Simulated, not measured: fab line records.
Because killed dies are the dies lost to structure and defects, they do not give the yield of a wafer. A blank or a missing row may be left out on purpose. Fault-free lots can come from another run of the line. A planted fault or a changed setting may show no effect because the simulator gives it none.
The tool behind it: which one? / flow gf180mcu / 14 lots, 42 wafers sampled, at 5 steps of a route of 602

== WHAT EACH GAUGE READ, for each wafer ==
GF_HV_LDD_TW_MEAS_23.
lot=L385; measured=day 10 21:10; on=film-metro-03; HV_LDD_2_TW=1045 1049 1048
lot=L386; measured=day 11 08:25; on=film-metro-03; HV_LDD_2_TW=1053 1050 1047
lot=L388; measured=day 11 18:39; on=film-metro-01; HV_LDD_2_TW=1051 1060 1057
lot=L389; measured=day 12 04:04; on=film-metro-02; HV_LDD_2_TW=1051 1063 1062
lot=L391; measured=day 12 19:50; on=film-metro-02; HV_LDD_2_TW=1066 1061 1056
lot=L392; measured=day 13 04:48; on=film-metro-02; HV_LDD_2_TW=1061 1056 1057
lot=L393; measured=day 13 17:14; on=film-metro-01; HV_LDD_2_TW=1063 1052 1052
lot=L394; measured=day 13 21:55; on=film-metro-02; HV_LDD_2_TW=1057 1054 1059
lot=L395; measured=day 14 04:22; on=film-metro-03; HV_LDD_2_TW=945 943 943
lot=L396; measured=day 14 19:19; on=film-metro-02; HV_LDD_2_TW=959 961 957
lot=L397; measured=day 15 02:14; on=film-metro-01; HV_LDD_2_TW=961 955 955
lot=L401; measured=day 16 01:27; on=film-metro-03; HV_LDD_2_TW=1041 1037 1035
lot=L406; measured=day 17 17:03; on=film-metro-02; HV_LDD_2_TW=1068 1063 1067
lot=L407; measured=day 18 05:34; on=film-metro-02; HV_LDD_2_TW=1069 1070 1064

GF_SAB_OVL_MEAS_10.
lot=L385; measured=day 15 04:31; on=overlay-02; SAB_OVL (nm)=0.1 0.0 0.1
lot=L386; measured=day 15 17:52; on=overlay-01; SAB_OVL (nm)=-2.1 -2.6 -3.2
lot=L388; measured=day 16 06:00; on=overlay-01; SAB_OVL (nm)=1.5 1.0 -0.3
lot=L389; measured=day 16 18:43; on=overlay-01; SAB_OVL (nm)=-0.1 0.4 0.3
lot=L391; measured=day 17 13:19; on=overlay-02; SAB_OVL (nm)=0.0 -1.1 -0.1
lot=L392; measured=day 17 23:34; on=overlay-01; SAB_OVL (nm)=-1.6 -0.4 -0.3
lot=L393; measured=day 18 12:35; on=overlay-02; SAB_OVL (nm)=1.6 2.3 0.8
lot=L394; measured=day 18 20:53; on=overlay-02; SAB_OVL (nm)=3.0 0.4 2.0
lot=L395; measured=day 19 03:43; on=overlay-01; SAB_OVL (nm)=-0.6 -1.7 -0.9
lot=L396; measured=day 19 21:43; on=overlay-01; SAB_OVL (nm)=-2.1 -0.1 -1.5
lot=L397; measured=day 20 05:29; on=overlay-01; SAB_OVL (nm)=0.5 -1.3 0.2
lot=L401; measured=day 21 06:13; on=overlay-01; SAB_OVL (nm)=-2.0 -0.1 -2.0
lot=L406; measured=day 22 22:11; on=overlay-01; SAB_OVL (nm)=-1.8 -2.5 -3.5
lot=L407; measured=day 23 10:26; on=overlay-01; SAB_OVL (nm)=0.0 -1.7 1.7

GF_CONTACT_THK_MEAS_03.
lot=L385; measured=day 15 05:37; on=film-metro-02; CONTACT_CVD_02_THK (nm)=835 841 845
lot=L386; measured=day 15 18:59; on=film-metro-03; CONTACT_CVD_02_THK (nm)=860 882 876
lot=L388; measured=day 16 07:07; on=film-metro-02; CONTACT_CVD_02_THK (nm)=849 856 868
lot=L389; measured=day 16 19:48; on=film-metro-03; CONTACT_CVD_02_THK (nm)=846 842 859
lot=L391; measured=day 17 14:24; on=film-metro-01; CONTACT_CVD_02_THK (nm)=847 860 854
lot=L392; measured=day 18 00:38; on=film-metro-01; CONTACT_CVD_02_THK (nm)=865 853 875
lot=L393; measured=day 18 13:41; on=film-metro-01; CONTACT_CVD_02_THK (nm)=844 840 847
lot=L394; measured=day 18 22:05; on=film-metro-01; CONTACT_CVD_02_THK (nm)=853 869 876
lot=L395; measured=day 19 04:49; on=film-metro-02; CONTACT_CVD_02_THK (nm)=853 866 865
lot=L396; measured=day 19 22:47; on=film-metro-01; CONTACT_CVD_02_THK (nm)=853 851 864
lot=L397; measured=day 20 06:38; on=film-metro-02; CONTACT_CVD_02_THK (nm)=845 849 858
lot=L401; measured=day 21 07:22; on=film-metro-01; CONTACT_CVD_02_THK (nm)=844 856 866
lot=L406; measured=day 22 23:16; on=film-metro-03; CONTACT_CVD_02_THK (nm)=850 853 858
lot=L407; measured=day 23 11:31; on=film-metro-02; CONTACT_CVD_02_THK (nm)=843 860 862

GF_M2_OVL_MEAS_15.
lot=L385; measured=day 19 07:55; on=overlay-01; M2_OVL (nm)=-15 -8 -6
lot=L386; measured=day 19 21:53; on=overlay-01; M2_OVL (nm)=-11 -11 -9
lot=L388; measured=day 20 11:32; on=overlay-01; M2_OVL (nm)=-8 -9 -9
lot=L389; measured=day 21 01:58; on=overlay-01; M2_OVL (nm)=-5 -12 -4
lot=L391; measured=day 21 19:46; on=overlay-02; M2_OVL (nm)=-10 -8 -2
lot=L392; measured=day 22 06:03; on=overlay-01; M2_OVL (nm)=-7 -12 3
lot=L393; measured=day 22 18:39; on=overlay-02; M2_OVL (nm)=-15 -18 -18
lot=L394; measured=day 23 03:07; on=overlay-02; M2_OVL (nm)=-14 -9 -15
lot=L395; measured=day 23 09:01; on=overlay-02; M2_OVL (nm)=-10 -7 0
lot=L396; measured=day 24 01:46; on=overlay-02; M2_OVL (nm)=-5 -3 -8
lot=L397; measured=day 24 08:48; on=overlay-02; M2_OVL (nm)=-5 -14 -2
lot=L401; measured=day 25 06:20; on=overlay-01; M2_OVL (nm)=-5 -12 0
lot=L406; measured=day 26 22:34; on=overlay-01; M2_OVL (nm)=-12 -11 -14
lot=L407; measured=day 27 04:55; on=overlay-02; M2_OVL (nm)=-7 -7 -13

== WHICH TOOL RAN EACH LOT (tool, then ch and the chambers of the sampled wafers, then the start) ==
lot=L385; GF_HV_LDD_IMPLANT_21=implanter-02 ch 0, day 10 20:56
lot=L386; GF_HV_LDD_IMPLANT_21=implanter-04 ch 0, day 11 08:11
lot=L388; GF_HV_LDD_IMPLANT_21=implanter-02 ch 0, day 11 18:24
lot=L389; GF_HV_LDD_IMPLANT_21=implanter-01 ch 0, day 12 03:50
lot=L391; GF_HV_LDD_IMPLANT_21=implanter-02 ch 0, day 12 19:37
lot=L392; GF_HV_LDD_IMPLANT_21=implanter-02 ch 0, day 13 04:33
lot=L393; GF_HV_LDD_IMPLANT_21=implanter-02 ch 0, day 13 16:59
lot=L394; GF_HV_LDD_IMPLANT_21=implanter-02 ch 0, day 13 21:41
lot=L395; GF_HV_LDD_IMPLANT_21=implanter-02 ch 0, day 14 04:08
lot=L396; GF_HV_LDD_IMPLANT_21=implanter-02 ch 0, day 14 19:04
lot=L397; GF_HV_LDD_IMPLANT_21=implanter-02 ch 0, day 15 01:59
lot=L401; GF_HV_LDD_IMPLANT_21=implanter-01 ch 0, day 16 01:13
lot=L406; GF_HV_LDD_IMPLANT_21=implanter-02 ch 0, day 17 16:49
lot=L407; GF_HV_LDD_IMPLANT_21=implanter-02 ch 0, day 18 05:21
- GF_HV_LDD_IMPLANT_21

== AS READ BY THE TOOLS THEMSELVES (means over the sampled wafers that have a number; for cases with no such wafer, the mark the record gives instead) ==
GF_HV_LDD_IMPLANT_21.
lot=L385 tool=implanter-02 dose-ions-cm2=5e+13 faraday-current-uA=283
lot=L386 tool=implanter-04 dose-ions-cm2=5e+13 faraday-current-uA=282
lot=L388 tool=implanter-02 dose-ions-cm2=5e+13 faraday-current-uA=282
lot=L389 tool=implanter-01 dose-ions-cm2=5e+13 faraday-current-uA=276
lot=L391 tool=implanter-02 dose-ions-cm2=5e+13 faraday-current-uA=285
lot=L392 tool=implanter-02 dose-ions-cm2=5e+13 faraday-current-uA=282
lot=L393 tool=implanter-02 dose-ions-cm2=5e+13 faraday-current-uA=284
lot=L394 tool=implanter-02 dose-ions-cm2=5e+13 faraday-current-uA=285
lot=L395 tool=implanter-02 dose-ions-cm2=4e+13 faraday-current-uA=208
lot=L396 tool=implanter-02 dose-ions-cm2=4e+13 faraday-current-uA=208
lot=L397 tool=implanter-02 dose-ions-cm2=4e+13 faraday-current-uA=210
lot=L401 tool=implanter-01 dose-ions-cm2=5e+13 faraday-current-uA=284
lot=L406 tool=implanter-02 dose-ions-cm2=5e+13 faraday-current-uA=286
lot=L407 tool=implanter-02 dose-ions-cm2=5e+13 faraday-current-uA=280

== THE ANSWER, worked out from the rows above alone ==
Rule: the usual values come from the lots themselves. The widest of any qualifying gaps counts: lots, ordered by their means at a reading, are off when they make up no more than a third of the lots, leave a main group of 4 or more, and stand apart from it by 3 or more times the standard deviation of that group's means. Not used: any main group whose means are identical at the precision the tables above print for the reading. A lot without any number at a reading at which 4 lots or more have one is off too. All remaining lots with rows at the step are treated as sound. Order of review: gauges by route order, followed by the tools' own readings, for which a lot's mean as printed above is used. At the first step where some lot is off, the reading lying furthest off is the one used; lots without a number count as furthest.
Off: L395, L396, L397, seen at GF_HV_LDD_TW_MEAS_23 (HV_LDD_2_TW). Mean 1056 and standard deviation 8.1 in the main group.
If a tool, at a process step before that reading, ran all the lots that are off and no sound lot after the first of them, it fits. The gauges at GF_HV_LDD_TW_MEAS_23 aren't tried: what is off there is off at GF_HV_LDD_IMPLANT_21 too, on other tools, and a gauge's error can't cause that. Of those tried, none fits.

== WHAT WAS PUT IN BY THE SIMULATOR ==
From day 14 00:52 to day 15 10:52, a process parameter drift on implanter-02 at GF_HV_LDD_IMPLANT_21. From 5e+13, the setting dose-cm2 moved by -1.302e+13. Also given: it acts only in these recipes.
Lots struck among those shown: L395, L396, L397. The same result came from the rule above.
